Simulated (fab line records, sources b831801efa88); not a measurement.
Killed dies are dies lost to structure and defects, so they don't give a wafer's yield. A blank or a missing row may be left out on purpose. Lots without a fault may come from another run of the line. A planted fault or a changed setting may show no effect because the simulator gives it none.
A struck lot beside a sound one | flow sky130 | 15 steps out of a route of 708
Sound: wafers L209.3, L209.4, L209.5. Struck: wafer L215.2. (L215.1, L215.5 of the same lot were not struck and are left out.) The cause comes at the end.
At each step with rows: each side's tool, then ch and its chambers, then its first start. Under that, the readings that differ: sound wafers | struck wafers | difference of the means | sigmas: that difference in standard deviations of wafers without a fault.
alike: readings whose means differ by less than 2 such deviations, and words and numbers that are the same on both sides. not compared: withheld readings, readings that some wafer has no value for, bounds like >300 that may hide the same value, and numbers for which the record gives no deviation and whose values overlap.
The two part at a step that has a row with sigmas, a row that says differs or no value, or rows on one side only. Numbers that don't overlap but have no deviation are shown without sigmas and don't part them. A reading that every wafer of one side lacks parts them only if that side has two wafers or more.

first, 5 steps without rows for these wafers: SKY_VT_ADJUST_PCH_COAT_02 (resist thk 3000 nm); SKY_VT_ADJUST_PCH_SOFTBAKE_03; SKY_VT_ADJUST_PCH_EXPOSE_04 (exposes mask NWM, target cd 840 nm); SKY_VT_ADJUST_PCH_PEB_05; SKY_VT_ADJUST_PCH_DEVELOP_06 (develop time 60 s).
SKY_VT_ADJUST_PCH_OVL_MEAS_07:
  sound on overlay-01, day 11 20:36; struck on overlay-01, day 13 18:53
  alike: VT_ADJUST_PCH_OVL
then, 1 step without rows for these wafers: SKY_VT_ADJUST_PCH_IMPLANT_08.
SKY_VT_ADJUST_PCH_STRIP_09: strips in O2/N2.
  sound on plasma_asher-03 ch 0,1, day 11 20:49; struck on plasma_asher-01 ch 0, day 13 19:05
  reading                | sound | struck | difference                   | sigmas
  rf_hours_counter_h (h) | - - - | 19     | no value on the sound wafers |
  alike: drypump_motor_current_A, oes_product_au, strip_time_to_endpoint_s
SKY_VT_ADJUST_PCH_TW_MEAS_10:
  sound on film_metro-04, day 11 20:54; struck on film_metro-02, day 13 19:11
  alike: VT_ADJUST_PCH_TW
then, 3 steps without rows for these wafers: SKY_SONOS_TUNNEL_DEHYDRATE_00 (time 60 s); SKY_SONOS_TUNNEL_HMDS_01 (prime time 60 s); SKY_SONOS_TUNNEL_COAT_02 (resist thk 1140 nm).
SKY_SONOS_TUNNEL_SOFTBAKE_03: time 60 s.
  sound on litho_track-02 ch 0, day 12 08:26; struck on litho_track-03 ch 0, day 14 07:46
  reading          | sound             | struck | difference | sigmas
  run_length_s (s) | 88.93 88.71 88.88 | 99.89  | +11.05     | +50
  alike: resist_line_temp_C
then, 1 step without rows for these wafers: SKY_SONOS_TUNNEL_EXPOSE_04 (exposes mask TUNM, target cd 410 nm).
-- the record jumps here: 35 days lie between the struck wafers' starts before and after (it left off in module SONOS_TUNNEL and takes up again in module PAD_OPEN, whose first step shown is number 708 of the route) --
SKY_PAD_OPEN_PROBE_99:
  sound on prober-02, day 49 14:48; struck on prober-01, day 49 16:55
  reading         | sound | struck | difference | sigmas
  killed_at_M4_up | 4 6 9 | 2      | -4         | -2
  alike: killed_at_M0_to_M3, killed_at_contacts, killed_at_front_end, killed_at_other, killed_dies, killed_open, killed_short

WHERE THEY PART
First at SKY_VT_ADJUST_PCH_STRIP_09; last, within this record, at SKY_PAD_OPEN_PROBE_99.

WHY: what the simulator had put in
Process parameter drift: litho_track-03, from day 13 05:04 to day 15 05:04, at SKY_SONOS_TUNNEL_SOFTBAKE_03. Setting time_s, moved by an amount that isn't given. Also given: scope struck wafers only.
